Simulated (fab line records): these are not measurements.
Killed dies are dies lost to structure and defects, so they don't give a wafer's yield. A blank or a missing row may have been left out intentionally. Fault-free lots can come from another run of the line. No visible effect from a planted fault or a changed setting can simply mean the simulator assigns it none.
Code-filled problem report in 8D (eight disciplines) form :: flow gf180mcu :: the parts of the form that need people (team, actions taken, sign-off) are left out

## 1. WHAT IS WRONG
Mean M2_ALCU_RS at GF_M2_RS_MEAS_05: 0.0604 ohm/sq over 6 wafers in 2 lots; fault-free wafers: 0.0696 ohm/sq, standard deviation 0.0008. Measured from the usual mean, that is -11 standard deviations.
The step: measures by four-point-probe.
Earliest sighting: wafer L399.2 on filmMetro-01 at day 22 20:46. Wafers with a number at this step in the record: 33, from 11 lots. Rule for "out", or "out of limits": more than 4 standard deviations from the usual mean. Any other wafer with a number is counted as sound.

## 2. WHAT IT IS, WHAT IT ISN'T
question: which readings at this step
is: M2_ALCU_RS
is not: -

question: which lots
is: L399, L404
is not: L385, L386, L387, L388, L390, L391, L392, L393, L398

question: which wafers of those lots
is: all that have a number
is not: -

question: read on which gauges
is: filmMetro-01
is not: filmMetro-02, filmMetro-04

question: when
is: from day 22 20:46
is not: up to then (27 sound wafers)

## 3. WHAT RULES OUT EACH SUSPECT
Counting: a tool stays on the suspect list if, at a process step up to the reading, it processed all lots that are out and no sound lot following the first of them.
- the gauge at GF_M2_RS_MEAS_05: ruled out. All the wafers that are out were read on filmMetro-01, but those of them that GF_M2_SPUTTER_02 has rows for are out there too, on other tools.
- rieMetal-02 at GF_M1_METAL_ETCH_16 (etches the open film in Cl2/BCl3, stops on SiO2, target depth 750.8 nm, time 125.1 s): kept. All lots that are out passed through it, beginning with L399 at day 21 17:20, and no sound lot followed; its final sound lot before that point was L387 at day 17 21:18.
- pecvd-01 at GF_V1_CVD_02 (deposits SiO2 from TEOS, target thk 850 nm, time 94.851 s): kept. All lots that are out passed through it, beginning with L399 at day 21 18:29, and no sound lot followed; its final sound lot before that point was L398 at day 21 16:40.
- pvdSputter-03 at GF_M2_SPUTTER_02 (material AlCu, target thk 450 nm, time 23.9 s): kept. All lots that are out passed through it, beginning with L399 at day 22 20:39, and no sound lot followed; its final sound lot before that point was L398 at day 22 19:07. Out on those wafers are its own readings of cathodeDcPowerW.
Left after counting: rieMetal-02 at GF_M1_METAL_ETCH_16, pecvd-01 at GF_V1_CVD_02, pvdSputter-03 at GF_M2_SPUTTER_02.

## 4. THE CAUSE (what the simulator had put in)
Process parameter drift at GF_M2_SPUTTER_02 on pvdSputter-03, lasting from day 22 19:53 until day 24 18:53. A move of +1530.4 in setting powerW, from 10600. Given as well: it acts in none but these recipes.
Counting left 3 suspects, and this tool is among them.

## 5. THE EFFECT CHAIN, in route order
One row per reading whose mean, taken over the struck wafers that have a number, lies over 3 standard deviations from the usual. Only readings whose record carries a usual standard deviation are examined. hours: median over the lots of the time between each lot's start at the first step of this table that gives one and its start at this step. sigmas: the change, counted in usual standard deviations.
hours: 0
step: GF_M2_SPUTTER_02
reading: cathodeDcPowerW
usual: 10600 W
on struck wafers: 12129
change: +1529
sigmas: +99 or more

hours: 0
step: GF_M2_RS_MEAS_05
reading: M2_ALCU_RS
usual: 0.0696 ohm/sq
on struck wafers: 0.0604
change: -0.0092
sigmas: -11

hours: 0
step: GF_M2_THK_MEAS_06
reading: M2_ALCU_THK
usual: 455 nm
on struck wafers: 518
change: +63
sigmas: +11
Process steps it contains:
- GF_M2_SPUTTER_02: material AlCu, target thk 450 nm, time 23.9 s.

## 6. WHAT WOULD HAVE CAUGHT IT SOONER
In this record the first reading out of limits at a measuring or inspecting step was taken at day 22 20:46, 1 hour after the fault began at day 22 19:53.
The tool's own readings at GF_M2_SPUTTER_02 were out on every struck wafer that the step has a row for (cathodeDcPowerW): an alarm limit on them would have fired on the first of those.
Among the 2 lots that are out, L404 began GF_M2_SPUTTER_02 on pvdSputter-03 after day 22 20:46. It would have been spared by a hold on the tool at that moment.
